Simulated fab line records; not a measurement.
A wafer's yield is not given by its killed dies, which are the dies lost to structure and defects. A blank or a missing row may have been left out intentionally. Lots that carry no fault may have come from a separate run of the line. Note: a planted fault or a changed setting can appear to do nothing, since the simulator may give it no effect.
The tool behind it: which one? / flow sky130 / 13 lots (39 wafers sampled), 1 step of a 708-step route

WHAT EACH GAUGE READ, for each wafer
SKY_METAL2_OVL_MEAS_16.
lot=L955; measured=day 36 08:49; on=overlay-01; METAL2_OVL (nm)=-1 -2 0
lot=L954; measured=day 36 13:20; on=overlay-01; METAL2_OVL (nm)=5 -8 -3
lot=L956; measured=day 36 17:26; on=overlay-02; METAL2_OVL (nm)=-3 -1 -10
lot=L957; measured=day 36 21:26; on=overlay-02; METAL2_OVL (nm)=-12 -10 -5
lot=L963; measured=day 38 08:03; on=overlay-02; METAL2_OVL (nm)=-3 -4 4
lot=L971; measured=day 40 18:09; on=overlay-01; METAL2_OVL (nm)=-8 1 -2
lot=L969; measured=day 40 20:14; on=overlay-01; METAL2_OVL (nm)=1 -2 -9
lot=L970; measured=day 40 20:51; on=overlay-02; METAL2_OVL (nm)=-8 -7 -6
lot=L972; measured=day 41 00:11; on=overlay-01; METAL2_OVL (nm)=-10 -5 1
lot=L973; measured=day 41 08:23; on=overlay-01; METAL2_OVL (nm)=-4 -9 -8
lot=L974; measured=day 41 11:00; on=overlay-01; METAL2_OVL (nm)=2 -5 -1
lot=L975; measured=day 41 14:44; on=overlay-02; METAL2_OVL (nm)=-5 4 -5
lot=L976; measured=day 41 17:07; on=overlay-01; METAL2_OVL (nm)=-3 -7 3

TOOL THAT RAN EACH LOT (tool first, then ch and the chambers of the sampled wafers, then the start)
There is no process step in the record ahead of these readings.

WHAT THE TOOLS THEMSELVES READ (means of the sampled wafers that have a number; where no wafer has one, the mark that the record gives instead)
The record holds no such reading with a usual standard deviation.

THE ANSWER, worked out from the rows above alone
Rule: the lots themselves supply what counts as usual. Put in order of their means at a reading, lots are off if they are a third of the lots or fewer, leave a main group of 4 or more, and stand apart from it by a gap of 3 or more times the standard deviation of the main group's means; of several such gaps the widest counts. The tables above print the reading to a certain number of digits; a main group whose means all agree to those digits is not used. Also off: a lot with no number at a reading for which 4 or more lots have one. Any other lot the step has rows for is counted as sound. Order of review: gauges by route order, followed by the tools' own readings, for which a lot's mean as printed above is used. At the first step where some lot is off, the reading lying furthest off is the one used; lots without a number count as furthest.
No lot is off at any reading shown: from this, nothing can be told.

WHAT THE SIMULATOR HAD INSERTED
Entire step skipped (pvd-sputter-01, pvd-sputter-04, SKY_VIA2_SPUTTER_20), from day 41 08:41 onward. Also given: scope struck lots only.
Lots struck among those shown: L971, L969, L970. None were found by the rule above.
